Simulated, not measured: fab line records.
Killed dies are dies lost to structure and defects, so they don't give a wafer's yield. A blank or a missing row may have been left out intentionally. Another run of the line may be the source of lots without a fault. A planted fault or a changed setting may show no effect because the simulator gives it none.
fab line records	flow sky130
[record] lots = 5	wafers = 15	last_day = 50
route steps=708 shown METAL3@563 VIA3@573 METAL4@598 CAP2M@603 PAD_OPEN@708
lots that met no fault: taken from a fault-free run of the same line
start_h: hours from the record's first day to the start of the lot's first wafer shown	wait_h: hours elapsed since this lot's preceding step	" unchanged from the row above	L1.1+2: a row that stands for several wafers	- either no value or no given start	* or withheld: withheld	< > ~ a bound
route shown NAME@n: names a module that has steps shown in the file, with the first one's number in the route	usual: the fault-free wafers' mean and standard deviation	same: alike in all rows	chamber/n: place in a boat	sites: readings site by site	_std_site: standard deviation across them	_edge_site: inner sites' mean taken away from outer sites' mean	radius_mm: how far each site lies from the wafer's centre	mask NAME#n: copy n	behind: tool/chamber where the wafer was last shaped	hold: why the lot went on hold/how many hours it stayed there/how the hold came to an end	device: transistor that didn't switch, given as n, p or np	end of line: tests of these same wafers at the route's end	a step given without rows: its recipe and nothing more	killed: dies that structure and defects cost at the first sort, which is not the same as the wafer's yield	map: the dies of a wafer, with x for killed, . for not killed, _ for no die there
set.NAME: the run value of the setting; set.NAME@STEP: its run value at that earlier step	model.NAME: the simulator's own value behind a step, which no gauge read
a table for each step, a row for each wafer; lots at some steps of the route
services: a tool's chamber out of use, with start hour (start_h, from the record's first day; less than 0 if before it), hours out, and reason
[[steps]]
[step SKY_METAL3_CD_MEAS_13]
[recipe] target_cd_nm = 300
[usual] cd_nm = 299.4/1.5
lot.wafer	tool	chamber	start_h	wait_h	cd_nm
L790.3	cd_sem-01	-	898.70	-	301.7
L790.4	"	-	"	"	301.3
L790.5	"	-	"	"	300.3
L802.1	cd_sem-01	-	990.48	-	298.6
L802.2	"	-	"	"	299.4
L802.5	"	-	"	"	299.0
L805.1	cd_sem-01	-	1002.46	-	298.0
L805.3	"	-	"	"	298.4
L805.4	"	-	"	"	297.6
L811.3	cd_sem-01	-	1048.32	-	300.7
L811.4	"	-	"	"	299.7
L811.5	"	-	"	"	299.5
L813.1	cd_sem-01	-	1063.63	-	299.8
L813.4	"	-	"	"	297.9
L813.6	"	-	"	"	297.4
[step SKY_METAL3_OVL_MEAS_14]
[usual] METAL3_OVL = 1/5.6
lot.wafer	tool	chamber	start_h	wait_h	METAL3_OVL[nm]
L790.3	overlay-02	-	898.79	0.1	4
L790.4	"	-	"	"	5
L790.5	"	-	"	"	6
L802.1	overlay-02	-	990.60	0.1	-6
L802.2	"	-	"	"	6
L802.5	"	-	"	"	4
L805.1	overlay-02	-	1002.58	0.1	-1
L805.3	"	-	"	"	0
L805.4	"	-	"	"	-4
L811.3	overlay-02	-	1048.41	0.1	-10
L811.4	"	-	"	"	-6
L811.5	"	-	"	"	-9
L813.1	overlay-02	-	1063.75	0.1	2
L813.4	"	-	"	"	3
L813.6	"	-	"	"	9
[step SKY_METAL3_DESCUM_15]
[recipe] chemistry = O2	source_power_w = 150	bias_power_w = 0	pressure_mtorr = 10	temp_c = 40	time_s = 8
[usual] drypump_motor_current_A = 5.9/0.38	oes_product_au = 0.998/0.011
lot.wafer	tool	chamber	start_h	wait_h	drypump_motor_current_A	oes_product_au	rf_hours_counter_h
L790.3	rie_metal-02	0	898.83	0.0	6.0	1.025	-
L790.4	"	1	"	"	5.3	0.997	-
L790.5	"	1	"	"	5.3	0.998	-
L802.1	rie_metal-04	1	990.63	0.0	5.5	0.998	7
L802.2	"	0	"	"	6.1	0.988	3
L802.5	"	1	"	"	5.5	0.998	-
L805.1	rie_metal-03	0	1002.62	0.0	6.4	1.001	14
L805.3	"	0	"	"	6.4	1.001	-
L805.4	"	1	"	"	6.2	0.986	-
L811.3	rie_metal-02	1	1048.44	0.0	5.3	0.984	-
L811.4	"	0	"	"	6.0	1.022	-
L811.5	"	0	"	"	6.0	1.011	-
L813.1	rie_metal-03	0	1063.78	0.0	6.4	1.000	17
L813.4	"	1	"	"	6.2	0.984	-
L813.6	"	0	"	"	6.4	1.001	-
[step SKY_METAL3_ETCH_16]
[recipe] chemistry = N2/H2	target = BARC	ion_energy_ev = 200	bias_w = 100	pressure_mtorr = 30	n2_flow_sccm = 100	h2_flow_sccm = 200	icp_w = 500	stop_on = SiO2	time_s = 88.2	target_depth_a = 600
[step SKY_METAL3_ETCH_17]
[recipe] target = SiO2	stop_on = TiN	chemistry = C4F8/O2/Ar	source_w = 1500	bias_w = 1200	pressure_mtorr = 40	c4f8_flow_sccm = withheld	O2_flow_sccm = 6	Ar_flow_sccm = 300	time_s = 3.9	target_depth_a = 150
[usual] oes_product_au = 0.753/0.0078
lot.wafer	tool	chamber	start_h	wait_h	oes_product_au	rf_hours_counter_h
L790.3	rie_diel-01	0	898.95	0.0	0.770	6
L790.4	"	3	"	"	0.752	17
L790.5	"	1	"	"	0.756	-
L802.1	rie_diel-02	1	990.76	0.1	0.744	13
L802.2	"	0	"	"	0.745	7
L802.5	"	2	"	"	0.754	-
L805.1	rie_diel-01	3	1002.75	0.1	0.749	20
L805.3	"	1	"	"	0.767	19
L805.4	"	0	"	"	0.749	9
L811.3	rie_diel-01	3	1048.56	0.0	0.753	21
L811.4	"	0	"	"	0.768	10
L811.5	"	0	"	"	0.756	-
L813.1	rie_diel-01	0	1063.91	0.1	0.753	11
L813.4	"	2	"	"	0.755	20
L813.6	"	0	"	"	0.760	-
[step SKY_METAL3_METAL_ETCH_18]
[recipe] target_depth_a = 8450	stop_on = SiO2	over_etch_frac = 0.3	time_s = 183.1	chemistry = Cl2/BCl3	resist_sidewall_deg = 88	pressure_mtorr = 10	icp_w = 900	bias_w = 48.5	Cl2_flow_sccm = 60	bcl3_flow_sccm = 30
[usual] drypump_motor_current_A = 5.9/0.38	oes_product_au = 0.868/0.0075	throttle_valve_pct = 22.264/0.0097
lot.wafer	tool	chamber	start_h	wait_h	drypump_motor_current_A	oes_product_au	rf_hours_counter_h	throttle_valve_pct
L790.3	rie_metal-03	0	899.02	0.1	6.4	0.866	-	22.267
L790.4	"	1	"	"	6.1	0.865	-	22.263
L790.5	"	0	"	"	6.3	0.874	-	22.266
L802.1	rie_metal-02	1	990.78	0.0	5.3	0.863	10	22.287
L802.2	"	0	"	"	6.0	0.857	13	22.274
L802.5	"	1	"	"	5.3	0.866	-	22.266
L805.1	rie_metal-04	1	1002.77	0.0	5.5	0.875	8	22.273
L805.3	"	1	"	"	5.5	0.866	-	22.264
L805.4	"	0	"	"	6.2	0.871	-	22.258
L811.3	rie_metal-04	1	1048.64	0.1	5.5	0.876	-	22.265
L811.4	"	0	"	"	6.2	0.873	-	22.274
L811.5	"	1	"	"	5.5	0.865	-	22.263
L813.1	rie_metal-04	1	1063.93	0.0	5.5	0.859	12	22.264
L813.4	"	1	"	"	5.5	0.878	-	22.277
L813.6	"	1	"	"	5.5	0.855	-	22.276
[step SKY_METAL3_STRIP_19]
[recipe] chemistry = O2/N2	power_w = 1400	pressure_mtorr = 1500	platen_temp_c = withheld	o2_flow_sccm = 3000	n2_flow_sccm = 300	overash_fraction = 0.5
[usual] drypump_motor_current_A = 6.0/0.8	oes_product_au = 0.504/0.0067	strip_time_to_endpoint_s = 6.57/0.11
lot.wafer	tool	chamber	start_h	wait_h	drypump_motor_current_A	oes_product_au	rf_hours_counter_h	strip_time_to_endpoint_s
L790.3	plasma_asher-04	1	899.18	0.1	4.7	0.494	-	6.34
L790.4	"	0	"	"	6.3	0.506	-	6.58
L790.5	"	0	"	"	6.3	0.492	-	6.45
L802.1	plasma_asher-02	0	990.96	0.1	4.8	0.506	114	6.67
L802.2	"	1	"	"	5.0	0.491	114	6.34
L802.5	"	1	"	"	5.0	0.516	-	6.67
L805.1	plasma_asher-02	1	1002.94	0.1	5.0	0.505	116	6.53
L805.3	"	0	"	"	4.8	0.508	-	6.55
L805.4	"	1	"	"	5.0	0.505	-	6.60
L811.3	plasma_asher-03	0	1048.79	0.1	6.5	0.503	-	6.64
L811.4	"	1	"	"	6.7	0.506	-	6.64
L811.5	"	0	"	"	6.5	0.513	-	6.59
L813.1	plasma_asher-03	1	1064.11	0.1	6.7	0.500	35	6.53
L813.4	"	1	"	"	6.7	0.509	-	6.49
L813.6	"	1	"	"	6.7	0.498	-	6.42
[step SKY_METAL3_STRIP_20]
[recipe] chemistry = post_etch_residue_remover	time_s = 1200	temp_c = 72.5
[step SKY_METAL3_CLEAN_21]
[recipe] chemistry = IPA	time_s = 180	temp_c = 25
[step SKY_METAL3_CLEAN_22]
[recipe] chemistry = O3/DIW	dry = n2_spin
[step SKY_VIA3_HDPCVD_00]
[recipe] material = SiO2	target_thk_nm = 1635	sigma_open_frac = 0.3	time_s = 272.5	temp_c = 400	sih4_flow_sccm = 60	pressure_mtorr = 6
[step SKY_VIA3_THK_MEAS_01]
[recipe] reads = SiO2_of_VIA3_HDPCVD_00
[usual] VIA3_HDPCVD_THK = 1638/19
lot.wafer	tool	chamber	start_h	wait_h	VIA3_HDPCVD_THK[nm]
L790.3	film_metro-04	-	899.96	0.1	1649
L790.4	"	-	"	"	1656
L790.5	"	-	"	"	1625
L802.1	film_metro-03	-	991.75	0.1	1598
L802.2	"	-	"	"	1653
L802.5	"	-	"	"	1604
L805.1	film_metro-04	-	1003.70	0.1	1643
L805.3	"	-	"	"	1651
L805.4	"	-	"	"	1659
L811.3	film_metro-04	-	1049.54	0.1	1660
L811.4	"	-	"	"	1646
L811.5	"	-	"	"	1612
L813.1	film_metro-01	-	1065.25	0.1	1656
L813.4	"	-	"	"	1672
L813.6	"	-	"	"	1636
[step SKY_VIA3_CMP_02]
[recipe] material = SiO2	down_force_psi = 4	platen_rpm = 60	pad_velocity_m_s = 0.94248
[usual] motor_current_A = 11.7/1.2	platen_rpm = 60.00/0.047
lot.wafer	tool	chamber	start_h	wait_h	motor_current_A	platen_rpm	model.SiO2_of_VIA3_HDPCVD_00.thk_nm
L790.4	cmp-02	0	900.05	0.1	9.3	59.96	464.7
L790.3	"	1	"	"	12.0	60.02	465.3
L790.5	"	0	"	"	9.2	60.17	465
L802.2	cmp-01	2	991.86	0.1	11.7	60.02	466
L802.1	"	3	"	"	11.5	60.06	464.6
L802.5	"	1	"	"	13.2	59.91	463
L805.4	cmp-01	2	1003.76	0.0	12.4	59.92	466.3
L805.1	"	3	"	"	11.2	59.99	465.9
L805.3	"	1	"	"	12.5	60.10	429.7
L811.3	cmp-02	0	1049.68	0.1	9.3	59.98	466.4
L811.4	"	1	"	"	12.1	59.99	466.7
L811.5	"	3	"	"	12.0	59.97	463.6
L813.4	cmp-02	0	1065.31	0.0	9.7	59.95	467.2
L813.1	"	2	"	"	13.0	60.00	467.4
L813.6	"	1	"	"	12.2	60.03	466.6
[step SKY_VIA3_BOW_MEAS_03]
[recipe] mode = bow
[usual] VIA3_BOW = 80/8
lot.wafer	tool	chamber	start_h	wait_h	VIA3_BOW[um]
L790.3	film_metro-03	-	900.34	0.2	80
L790.4	"	-	"	"	80
L790.5	"	-	"	"	88
L802.1	film_metro-03	-	992.11	0.1	81
L802.2	"	-	"	"	80
L802.5	"	-	"	"	74
L805.1	film_metro-04	-	1004.06	0.2	61
L805.3	"	-	"	"	68
L805.4	"	-	"	"	70
L811.3	film_metro-01	-	1049.92	0.2	66
L811.4	"	-	"	"	77
L811.5	"	-	"	"	75
L813.1	film_metro-03	-	1065.61	0.1	88
L813.4	"	-	"	"	93
L813.6	"	-	"	"	96
[step SKY_VIA3_DEHYDRATE_04]
[recipe] temp_c = 200	time_s = 60
[step SKY_VIA3_HMDS_05]
[recipe] prime_time_s = 60	prime_temp_c = 120
[step SKY_VIA3_COAT_06]
[recipe] resist = BARC	temp_c = withheld	time_s = withheld	spin_rpm = 3000	resist_thk_nm = 60
[step SKY_VIA3_COAT_07]
[recipe] resist = KrF-thick	spin_rpm = 3000	resist_thk_nm = 450
[step SKY_VIA3_SOFTBAKE_08]
[recipe] temp_c = 100	time_s = 90	resist = KrF-thick
[step SKY_VIA3_EXPOSE_09]
[recipe] mask_id = VIM3	na = 0.8	source_shape = annular	sigma_inner = 0.55	sigma_outer = 0.85	target_cd_nm = 200	dose_mj = 38
[step SKY_VIA3_PEB_10]
[recipe] peb_temp_c = withheld	peb_time_s = withheld	resist = KrF-thick
[step SKY_VIA3_DEVELOP_11]
[recipe] develop_time_s = 60	resist = KrF-thick	dev_temp_c = 21
[step SKY_VIA3_CD_MEAS_12]
[recipe] target_cd_nm = 200
[usual] cd_nm = 200.0/1.3
lot.wafer	tool	chamber	start_h	wait_h	cd_nm
L790.3	cd_sem-01	-	924.97	-	202.4
L790.4	"	-	"	"	201.3
L790.5	"	-	"	"	201.4
L802.1	cd_sem-01	-	1015.18	-	200.2
L802.2	"	-	"	"	200.1
L802.5	"	-	"	"	200.8
L805.1	cd_sem-01	-	1027.19	-	198.8
L805.3	"	-	"	"	197.6
L805.4	"	-	"	"	199.0
L811.3	cd_sem-01	-	1072.00	-	200.6
L811.4	"	-	"	"	200.2
L811.5	"	-	"	"	200.7
L813.1	cd_sem-02	-	1086.54	-	200.6
L813.4	"	-	"	"	199.0
L813.6	"	-	"	"	198.6
[step SKY_VIA3_OVL_MEAS_13]
[usual] VIA3_OVL = 0/5.5
lot.wafer	tool	chamber	start_h	wait_h	VIA3_OVL[nm]
L790.3	overlay-02	-	925.06	0.1	-5
L790.4	"	-	"	"	3
L790.5	"	-	"	"	4
L802.1	overlay-02	-	1015.30	0.1	3
L802.2	"	-	"	"	13
L802.5	"	-	"	"	1
L805.1	overlay-02	-	1027.31	0.1	-11
L805.3	"	-	"	"	-11
L805.4	"	-	"	"	-7
L811.3	overlay-02	-	1072.09	0.1	-3
L811.4	"	-	"	"	-5
L811.5	"	-	"	"	-7
L813.1	overlay-02	-	1086.66	0.1	5
L813.4	"	-	"	"	5
L813.6	"	-	"	"	1
[step SKY_VIA3_ETCH_14]
[recipe] chemistry = N2/H2	target = BARC	ion_energy_ev = 200	source_w = 500	bias_w = 100	pressure_mtorr = 30	n2_flow_sccm = 100	h2_flow_sccm = 200	stop_on = SiO2	time_s = 45.9	target_depth_a = 600
[step SKY_VIA3_ETCH_15]
[recipe] target = SiO2	chemistry = C4F8/O2/Ar	target_depth_nm = 507	stop_on = TiN	mask_material = KrF-thick	source_w = 1500	bias_w = 1200	pressure_mtorr = 40	c4f8_flow_sccm = withheld	O2_flow_sccm = 6	Ar_flow_sccm = 300	time_s = 78
[usual] oes_product_au = 0.946/0.005
lot.wafer	tool	chamber	start_h	wait_h	oes_product_au	rf_hours_counter_h	model.VIA3.feature_depth_nm	model.etch.depth_nm
L790.3	rie_diel-04	2	925.13	0.0	0.953	23	465.3	465.3
L790.4	"	3	"	"	0.940	12	464.7	464.7
L790.5	"	3	"	"	0.946	-	465	465
L802.1	rie_diel-04	1	1015.38	0.0	0.946	18	464.6	464.6
L802.2	"	2	"	"	0.945	26	466	466
L802.5	"	2	"	"	0.952	-	463	463
L805.1	rie_diel-04	1	1027.39	0.0	0.949	19	465.9	465.9
L805.3	"	2	"	"	0.901	26	429.7	429.7
L805.4	"	0	"	"	0.945	4	466.3	466.3
L811.3	rie_diel-03	0	1072.16	0.0	0.954	10	466.4	466.4
L811.4	"	0	"	"	0.948	-	466.7	466.7
L811.5	"	2	"	"	0.939	-	463.6	463.6
L813.1	rie_diel-04	0	1086.74	0.0	0.940	6	467.4	467.4
L813.4	"	3	"	"	0.939	16	467.2	467.2
L813.6	"	1	"	"	0.946	-	466.6	466.6
[step SKY_VIA3_STRIP_16]
[recipe] chemistry = O2/N2	power_w = 1400	pressure_mtorr = 1500	platen_temp_c = withheld	o2_flow_sccm = 3000	n2_flow_sccm = 300	overash_fraction = 0.5
[step SKY_VIA3_STRIP_17]
[recipe] chemistry = post_etch_residue_remover	time_s = 1200	temp_c = 72.5
[step SKY_VIA3_CLEAN_18]
[recipe] chemistry = IPA	time_s = 180	temp_c = 25
[step SKY_VIA3_CLEAN_19]
[recipe] chemistry = O3/DIW	dry = n2_spin
[step SKY_VIA3_SPUTTER_20]
[recipe] material = TiN	target_thk_nm = 20	chamber_pressure_pa = 5	power_w = 4000	time_s = 80
[usual] cathode_dc_power_W = 4000.1/0.74	throttle_valve_pct = 29.6/1.2
lot.wafer	tool	chamber	start_h	wait_h	cathode_dc_power_W	throttle_valve_pct
L790.3	pvd_sputter-01	-	925.78	0.0	4001.2	30.3
L790.4	"	-	"	"	3999.3	29.6
L790.5	"	-	"	"	4000.8	29.4
L802.1	pvd_sputter-04	-	1016.06	0.0	4000.1	27.7
L802.2	"	-	"	"	4000.6	29.2
L802.5	"	-	"	"	4000.5	29.4
L805.1	pvd_sputter-03	-	1028.05	0.0	4000.2	31.5
L805.3	"	-	"	"	4000.3	29.7
L805.4	"	-	"	"	3999.3	29.7
L811.3	pvd_sputter-03	-	1073.22	0.0	4001.0	29.6
L811.4	"	-	"	"	4001.2	31.3
L811.5	"	-	"	"	3999.8	29.8
L813.1	pvd_sputter-01	-	1087.39	0.0	3999.7	28.7
L813.4	"	-	"	"	4000.4	28.6
L813.6	"	-	"	"	3999.2	30.1
[step SKY_VIA3_CVD_21]
[recipe] material = W	target_thk_nm = 390	time_s = 117.31	temp_c = 400	pressure_torr = 40
[step SKY_VIA3_RS_MEAS_22]
[recipe] thk_meas_gauge = four-point-probe	reads = W_of_VIA3_CVD_21+TiN_of_VIA3_SPUTTER_20
[usual] VIA3_W_RS = 0.294/0.0051
lot.wafer	tool	chamber	start_h	wait_h	VIA3_W_RS[ohm/sq]
L790.3	film_metro-04	-	926.01	0.1	0.297
L790.4	"	-	"	"	0.286
L790.5	"	-	"	"	0.283
L802.1	film_metro-03	-	1016.25	0.1	0.296
L802.2	"	-	"	"	0.300
L802.5	"	-	"	"	0.296
L805.1	film_metro-04	-	1028.23	0.1	0.296
L805.3	"	-	"	"	0.303
L805.4	"	-	"	"	0.298
L811.3	film_metro-04	-	1073.45	0.1	0.293
L811.4	"	-	"	"	0.289
L811.5	"	-	"	"	0.286
L813.1	film_metro-03	-	1087.57	0.1	0.294
L813.4	"	-	"	"	0.292
L813.6	"	-	"	"	0.294
[step SKY_VIA3_THK_MEAS_23]
[recipe] thk_meas_gauge = xrf	reads = W_of_VIA3_CVD_21
[usual] VIA3_W_THK = 374/7.3
lot.wafer	tool	chamber	start_h	wait_h	VIA3_W_THK[nm]
L790.3	film_metro-04	-	926.11	0.1	373
L790.4	"	-	"	"	385
L790.5	"	-	"	"	392
L802.1	film_metro-03	-	1016.37	0.1	376
L802.2	"	-	"	"	371
L802.5	"	-	"	"	375
L805.1	film_metro-04	-	1028.35	0.1	369
L805.3	"	-	"	"	361
L805.4	"	-	"	"	366
L811.3	film_metro-04	-	1073.55	0.1	379
L811.4	"	-	"	"	381
L811.5	"	-	"	"	386
L813.1	film_metro-03	-	1087.69	0.1	372
L813.4	"	-	"	"	372
L813.6	"	-	"	"	368
[step SKY_VIA3_CMP_24]
[recipe] stop_on = SiO2	t_overpolish_s = 20	down_force_psi = 3.5	platen_rpm = 60	target_thk_nm = 0	pad_velocity_m_s = 0.94248
[step SKY_METAL4_SPUTTER_00]
[recipe] material = Ti	target_thk_nm = 15	power_w = 3000	time_s = 10	chamber_pressure_pa = 0.4
[step SKY_METAL4_SPUTTER_01]
[recipe] material = TiN	target_thk_nm = 20	power_w = 6500	time_s = 16.7	chamber_pressure_pa = 0.4
[step SKY_METAL4_SPUTTER_02]
[recipe] material = AlCu	target_thk_nm = 735	power_w = 10600	time_s = 39.1	chamber_pressure_pa = 0.4
[step SKY_METAL4_SPUTTER_03]
[recipe] material = Ti	target_thk_nm = 5	power_w = 3000	time_s = 3.3	chamber_pressure_pa = 0.4
[step SKY_METAL4_SPUTTER_04]
[recipe] material = TiN	target_thk_nm = 70	power_w = 6500	time_s = 58.3	chamber_pressure_pa = 0.4
[step SKY_CAP2M_CVD_00]
[recipe] material = SiO2	target_thk_nm = 15.5	temp_c = 400	time_s = withheld	rf_w = 450
[step SKY_CAP2M_THK_MEAS_01]
[recipe] reads = SiO2_of_CAP2M_CVD_00
[usual] CAP2M_CVD_00_THK = 15.49/0.25
lot.wafer	tool	chamber	start_h	wait_h	CAP2M_CVD_00_THK[nm]
L790.3	film_metro-02	-	926.64	-	15.32
L790.4	"	-	"	"	15.72
L790.5	"	-	"	"	15.64
L802.1	film_metro-04	-	1016.90	-	15.38
L802.2	"	-	"	"	15.02
L802.5	"	-	"	"	15.35
L805.1	film_metro-04	-	1028.89	-	15.22
L805.3	"	-	"	"	15.69
L805.4	"	-	"	"	15.85
L811.3	film_metro-02	-	1074.08	-	15.15
L811.4	"	-	"	"	15.44
L811.5	"	-	"	"	15.84
L813.1	film_metro-01	-	1088.23	-	15.65
L813.4	"	-	"	"	15.66
L813.6	"	-	"	"	15.87
[step SKY_METAL4_METAL_ETCH_18]
[recipe] target_depth_a = 8450	stop_on = SiO2	over_etch_frac = 0.3	time_s = 183.1	chemistry = Cl2/BCl3	resist_sidewall_deg = 88	pressure_mtorr = 10	icp_w = 900	bias_w = 48.5	Cl2_flow_sccm = 60	bcl3_flow_sccm = 30
[usual] drypump_motor_current_A = 5.7/0.34	oes_product_au = 0.866/0.0064	throttle_valve_pct = 22.264/0.0096
lot.wafer	tool	chamber	start_h	wait_h	drypump_motor_current_A	oes_product_au	rf_hours_counter_h	throttle_valve_pct	model.SiO2_of_VIA3_HDPCVD_00.thk_nm
L790.3	rie_metal-04	1	976.80	0.1	5.5	0.864	-	22.255	435.5
L790.4	"	0	"	"	6.1	0.854	-	22.270	435.3
L790.5	"	0	"	"	6.1	0.854	-	22.270	435.6
L802.1	rie_metal-02	0	1062.85	0.0	6.0	0.860	18	22.254	434.4
L802.2	"	1	"	"	5.3	0.860	14	22.263	437.1
L802.5	"	1	"	"	5.3	0.867	-	22.271	434.1
L805.1	rie_metal-02	0	1073.73	0.0	5.9	0.869	19	22.283	435.7
L805.3	"	0	"	"	6.0	0.851	-	22.257	399.4
L805.4	"	1	"	"	5.3	0.871	-	22.278	437.3
L811.3	rie_metal-01	0	1116.91	0.1	5.3	0.872	-	22.271	437
L811.4	"	1	"	"	6.0	0.870	-	22.270	436.9
L811.5	"	0	"	"	5.4	0.875	-	22.257	434.2
L813.1	rie_metal-01	0	1128.65	0.0	5.4	0.872	23	22.268	438.1
L813.4	"	0	"	"	5.4	0.866	-	22.250	438
L813.6	"	1	"	"	6.0	0.872	-	22.267	436.8
[step SKY_PAD_OPEN_PROBE_99]
[usual] defect_limited_yield = 82.9/2.2	killed_at_M0_to_M3 = 42/7	killed_at_M4_up = 2.8/1.8	killed_at_contacts = 24/5.8	killed_at_front_end = 15/4.8	killed_at_other = 0.3/0.56	killed_dies = 84/11	killed_on_rim = 17/4.2	killed_open = 46/7.8	killed_short = 38/6.3	sort_bin_3_pad_short = 0.8/0.43	sort_bin_5_function = 10.2/1.6	sort_bin_6_memory = 6.0/1.1	sort_n_pass = 408/11	sort_yield_pct = 82.9/2.2
[same] gross_dies = 492	killed_at_back_side = 0	sort_bin_4_leakage[%] = 0	sort_bin_8_speed[%] = 0
lot.wafer	tool	chamber	start_h	wait_h	defect_limited_yield[%]	killed_at_M0_to_M3	killed_at_M4_up	killed_at_contacts	killed_at_front_end	killed_at_other	killed_dies	killed_on_rim	killed_open	killed_short	sort_bin_3_pad_short[%]	sort_bin_5_function[%]	sort_bin_6_memory[%]	sort_n_pass	sort_yield_pct[%]
L790.3	prober-01	-	1074.45	0.2	81.3	51	3	21	17	0	92	11	53	39	1.2	11.0	6.5	400	81.3
L790.4	prober-01	-	1074.50	0.2	86.8	33	0	18	13	1	65	14	36	29	0.6	8.1	4.5	427	86.8
L790.5	prober-01	-	1074.55	0.2	84.8	35	1	30	9	0	75	16	35	40	1.0	8.7	5.5	417	84.8
L805.1	prober-02	-	1158.73	0.1	86.0	35	2	19	13	0	69	12	38	31	0.4	8.1	5.5	423	86.0
L805.3	prober-02	-	1158.83	0.2	84.3	38	2	22	15	0	77	21	43	34	0.6	9.8	5.3	415	84.3
L805.4	prober-02	-	1158.88	0.2	83.3	37	4	25	16	0	82	19	38	44	0.6	10.0	6.1	410	83.3
L811.3	prober-02	-	1192.26	0.2	84.8	54	0	9	12	0	75	17	36	39	0.6	8.3	6.3	417	84.8
L811.4	prober-02	-	1192.31	0.2	76.6	54	4	35	21	1	115	27	52	62	2.2	14.8	6.3	377	76.6
L811.5	prober-02	-	1192.36	0.2	81.5	50	0	33	8	0	91	14	50	40	0.6	11.8	6.1	401	81.5
// killed by level:class
L790.3 VIA1:geometric_particle:open=14 VIA1:geometric_particle:short=8 METAL2:geometric_particle:short=8 VIA3:geometric_particle:open=7 LI_CONTACT:geometric_particle:open=6 FIELD_ISO:geometric_particle:short=5 LOCAL_INTERCONNECT:geometric_particle:short=5 CONTACT:geometric_particle:open=5
L790.4 VIA1:geometric_particle:open=9 VIA2:geometric_particle:open=6 FIELD_ISO:geometric_particle:short=5 LI_CONTACT:geometric_particle:open=5 CONTACT:geometric_particle:open=5 VIA1:geometric_particle:short=5 LOCAL_INTERCONNECT:geometric_particle:short=4 FIELD_ISO:geometric_particle:open=3
L790.5 LI_CONTACT:geometric_particle:open=9 METAL2:geometric_particle:short=9 CONTACT:geometric_particle:open=8 VIA1:geometric_particle:open=6 FIELD_ISO:geometric_particle:short=4 LI_CONTACT:geometric_particle:short=4 CONTACT:geometric_particle:short=4 VIA1:geometric_particle:short=4
L805.1 VIA1:geometric_particle:open=10 CONTACT:geometric_particle:open=7 LI_CONTACT:geometric_particle:open=5 FIELD_ISO:geometric_particle:short=5 VIA1:geometric_particle:short=5 POLY_GATE:geometric_particle:short=4 VIA2:geometric_particle:open=4 VIA3:geometric_particle:open=4
L805.3 VIA1:geometric_particle:open=14 CONTACT:geometric_particle:open=10 LI_CONTACT:geometric_particle:open=5 METAL2:geometric_particle:short=5 VIA1:geometric_particle:short=4 VIA2:geometric_particle:open=4 FIELD_ISO:geometric_particle:open=3 FIELD_ISO:geometric_particle:short=3
L805.4 CONTACT:geometric_particle:short=9 VIA1:geometric_particle:open=7 VIA3:geometric_particle:open=7 LI_CONTACT:geometric_particle:open=6 CONTACT:geometric_particle:open=5 VIA1:geometric_particle:short=5 POLY_GATE:geometric_particle:short=4 LI_CONTACT:geometric_particle:short=4
L811.3 VIA2:geometric_particle:open=9 VIA1:geometric_particle:open=9 METAL2:geometric_particle:short=9 METAL1:geometric_particle:short=7 VIA3:geometric_particle:open=5 FIELD_ISO:geometric_particle:short=4 POLY_GATE:geometric_particle:short=4 CONTACT:geometric_particle:open=4
L811.4 CONTACT:geometric_particle:open=12 METAL1:geometric_particle:short=12 METAL2:geometric_particle:short=10 LI_CONTACT:geometric_particle:open=8 VIA1:geometric_particle:open=7 VIA3:geometric_particle:open=6 FIELD_ISO:geometric_particle:short=5 POLY_GATE:geometric_particle:short=5
L811.5 CONTACT:geometric_particle:open=13 VIA1:geometric_particle:open=12 METAL2:geometric_particle:short=12 LI_CONTACT:geometric_particle:open=8 VIA2:geometric_particle:open=6 VIA3:geometric_particle:short=5 LI_CONTACT:geometric_particle:short=5 CONTACT:geometric_particle:short=4
[[services]]
tool	chamber	start_h	hours	kind
rie_metal-02	-	875.61	0.7	repair
plasma_asher-02	-	880.67	14.6	pm
pvd_sputter-01	-	884.84	0.6	repair
rie_metal-04	-	889.96	2.8	pm
rie_diel-01	2	899.05	6.9	repair
rie_diel-01	1	906.12	6.2	repair
cmp-02	-	912.26	4.0	pm
rie_diel-01	3	948.25	13.8	repair
rie_metal-04	0	951.34	7.3	repair
rie_diel-04	-	956.11	2.8	pm
rie_metal-03	0	975.18	21.3	repair
cmp-02	-	989.11	1.9	repair
rie_diel-01	0	989.77	7.1	repair
cmp-02	-	998.26	1.9	repair
rie_metal-03	-	1002.87	0.5	repair
rie_diel-04	3	1011.04	9.5	repair
rie_metal-03	-	1037.16	14.6	pm
rie_diel-04	-	1055.73	0.3	repair
rie_metal-03	-	1070.57	1.8	repair
rie_diel-01	-	1075.34	2.2	repair
rie_diel-01	3	1100.28	2.5	repair
cmp-02	-	1108.32	0.5	repair
cmp-02	-	1112.60	7.7	repair
cmp-02	-	1117.47	1.4	repair
[[key]]
[first_sign] step = SKY_VIA3_ETCH_15	reading = oes_product_au	direction = down	sigmas = 8.9	usual = 0.946	struck = 0.901
effect none on later readings
[model_effect] step = SKY_VIA3_CMP_02	value = SiO2_of_VIA3_HDPCVD_00.thk_nm	without = 464.6	struck = 429.7
[model_effect] step = SKY_VIA3_ETCH_15	value = VIA3.feature_depth_nm	without = 464.6	struck = 429.7
[model_effect] step = SKY_METAL4_METAL_ETCH_18	value = SiO2_of_VIA3_HDPCVD_00.thk_nm	without = 434.3	struck = 399.4
met_at SKY_VIA3_CMP_02
struck_wafers L805.3
onset_between 991.86 1003.76
[fault] kind = process_parameter_drift	tool = cmp-01	chamber = 1	onset_h = 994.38	steps = SKY_VIA3_CMP_02	channel = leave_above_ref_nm	offset = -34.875	shape = step	end_h = 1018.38	acts_in = these_recipes_only	stated = 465
